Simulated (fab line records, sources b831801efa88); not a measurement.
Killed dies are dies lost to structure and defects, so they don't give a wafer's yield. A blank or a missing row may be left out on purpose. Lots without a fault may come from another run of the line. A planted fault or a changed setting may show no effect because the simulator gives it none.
One fault seen from 2 desks | flow sky130 | each desk has only its own numbers; what lay behind them comes last

THE TOOL OWNER'S DESK: rie_metal-02
The tool's own readings at SKY_CAPM_METAL_ETCH_13 (etches TiN in Cl2/BCl3, stops on SiO2, target depth 220 nm, time 62.9 s): means of the sampled wafers that have a number, for each lot that ran on this tool. A lot is out of limits, marked OUT, if its mean lies more than 4 standard deviations from the usual mean; the brackets give that distance.
Columns: A = bcl3_flow_sccm at SKY_CAPM_METAL_ETCH_13, usual 30.00 sccm; B = bias_w at SKY_CAPM_METAL_ETCH_13, usual 48.53 W; C = drypump_motor_current_A at SKY_CAPM_METAL_ETCH_13, usual 5.4 A; D = oes_product_au at SKY_CAPM_METAL_ETCH_13, usual 0.927 a.u.; E = throttle_valve_pct at SKY_CAPM_METAL_ETCH_13, usual 21.911 %
lot  | first seen here | A     | B     | C   | D     | E
L452 | day 39 03:32    | 30.03 | 48.52 | 5.3 | 0.925 | 21.918
L464 | day 42 08:23    | 29.99 | 48.62 | 5.0 | 0.923 | 21.911
L466 | day 43 01:54    | 30.00 | 48.58 | 5.1 | 0.934 | 21.904
L471 | day 44 01:54    | 30.03 | 48.49 | 5.1 | 0.934 | 21.912
This desk's finding: nothing out of limits on any of the 4 lots.

THE METROLOGY DESK
What the gauges read, lot by lot, whatever tool the lot ran on: means of the sampled wafers that have a number. A lot is out of limits, marked OUT, if its mean lies more than 4 standard deviations from the usual mean; the brackets give that distance.
Columns: A = cd_nm at SKY_METAL3_CD_MEAS_13, usual 300.6 nm
lot  | first seen here | A
L449 | day 38 19:57    | 301.3
L450 | day 39 04:49    | 300.6
L452 | day 40 04:27    | 301.1
L453 | day 40 06:35    | 301.3
L456 | day 41 04:31    | 300.5
L464 | day 43 07:54    | 301.0
L465 | day 43 12:04    | 300.9
L466 | day 44 01:17    | 301.9
L467 | day 44 05:23    | 301.7
L468 | day 44 14:58    | 301.0
L469 | day 44 20:04    | 301.0
L471 | day 45 01:15    | 299.5
This desk's finding: nothing out of limits on any of the 12 lots.

PUT TOGETHER
The tool owner's desk saw nothing out of limits.
The metrology desk saw nothing out of limits.

WHAT THE SIMULATOR HAD PUT IN
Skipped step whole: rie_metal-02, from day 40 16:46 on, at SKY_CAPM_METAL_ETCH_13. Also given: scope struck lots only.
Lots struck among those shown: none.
